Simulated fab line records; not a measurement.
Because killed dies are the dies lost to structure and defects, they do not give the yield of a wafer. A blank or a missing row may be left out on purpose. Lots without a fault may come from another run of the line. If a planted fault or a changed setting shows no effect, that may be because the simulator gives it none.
Chamber matching || flow sfqLine || 3 sister chambers for SFQ_TRILAYER_I4_DEP_PECVD_099 on pecvd-02
The step deposits SiO2 from SiH4/N2O, time 111.11 s, target thk 500 nm. 14 wafers are shown with their chamber, then 7 later ones without.

WAFERS, EACH WITH ITS CHAMBER
{"wafer": "L297.2", "chamber": 1, "heaterPowerW (W)": 89, "throttleValvePct (%)": 24.7}
{"wafer": "L297.4", "chamber": 1, "heaterPowerW (W)": 73, "throttleValvePct (%)": 24.7}
{"wafer": "L297.5", "chamber": 2, "heaterPowerW (W)": 82, "throttleValvePct (%)": 25.6}
{"wafer": "L301.2", "chamber": 0, "heaterPowerW (W)": 79, "throttleValvePct (%)": 23.7}
{"wafer": "L301.3", "chamber": 2, "heaterPowerW (W)": 98, "throttleValvePct (%)": 22.8}
{"wafer": "L301.4", "chamber": 2, "heaterPowerW (W)": 97, "throttleValvePct (%)": 22.7}
{"wafer": "L303.1", "chamber": 2, "heaterPowerW (W)": 99, "throttleValvePct (%)": 23.0}
{"wafer": "L303.2", "chamber": 0, "heaterPowerW (W)": 72, "throttleValvePct (%)": 24.1}
{"wafer": "L303.6", "chamber": 2, "heaterPowerW (W)": 101, "throttleValvePct (%)": 22.4}
{"wafer": "L315.2", "chamber": 2, "heaterPowerW (W)": 102, "throttleValvePct (%)": 23.6}
{"wafer": "L315.3", "chamber": 2, "heaterPowerW (W)": 102, "throttleValvePct (%)": 23.7}
{"wafer": "L315.4", "chamber": 0, "heaterPowerW (W)": 83, "throttleValvePct (%)": 24.2}
{"wafer": "L318.1", "chamber": 1, "heaterPowerW (W)": 85, "throttleValvePct (%)": 22.7}
{"wafer": "L318.3", "chamber": 0, "heaterPowerW (W)": 81, "throttleValvePct (%)": 24.3}

SIGNATURES (means of the wafers above)
{"reading": "heaterPowerW", "chamber 0": 78.75, "chamber 1": 82.33, "chamber 2": 97.29, "scatter within a chamber": 6.76}
{"reading": "throttleValvePct", "chamber 0": 24.075, "chamber 1": 24.033, "chamber 2": 23.400, "scatter within a chamber": 0.946}
Rule: a wafer's distance from a chamber is the root of the sum, over the readings, of the square of ((its reading less the chamber's mean) divided by the reading's scatter). The wafer belongs to the nearest chamber; if the next one is less than 2 further off, it can't be placed. The scatter: the root of (the sum of the squares of (reading less its chamber's mean) over the shown wafers, divided by (wafers less chambers)).

WAFERS WITHOUT THEIR CHAMBER
{"wafer": "L318.4", "heaterPowerW (W)": 85, "throttleValvePct (%)": 24.1}
{"wafer": "L319.3", "heaterPowerW (W)": 79, "throttleValvePct (%)": 22.6}
{"wafer": "L319.5", "heaterPowerW (W)": 94, "throttleValvePct (%)": 23.9}
{"wafer": "L319.6", "heaterPowerW (W)": 75, "throttleValvePct (%)": 24.3}
{"wafer": "L320.4", "heaterPowerW (W)": 102, "throttleValvePct (%)": 23.7}
{"wafer": "L320.5", "heaterPowerW (W)": 68, "throttleValvePct (%)": 22.4}
{"wafer": "L320.6", "heaterPowerW (W)": 73, "throttleValvePct (%)": 24.2}

CHAMBER TAKEN BY EACH
{"wafer": "L318.4", "from the rows above": "can't be placed: 1 or 0 or 2", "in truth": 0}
{"wafer": "L319.3", "from the rows above": "can't be placed: 0 or 1 or 2", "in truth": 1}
{"wafer": "L319.5", "from the rows above": "can't be placed: 2 or 1 or 0", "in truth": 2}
{"wafer": "L319.6", "from the rows above": "can't be placed: 0 or 1", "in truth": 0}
{"wafer": "L320.4", "from the rows above": 2, "in truth": 2}
{"wafer": "L320.5", "from the rows above": "can't be placed: 0 or 1", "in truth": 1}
{"wafer": "L320.6", "from the rows above": "can't be placed: 0 or 1", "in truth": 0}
Correctly placed: 1 of 7. Can't be placed from these rows: 6 (the true chamber is among the candidates in 6). 0 placed wrongly.
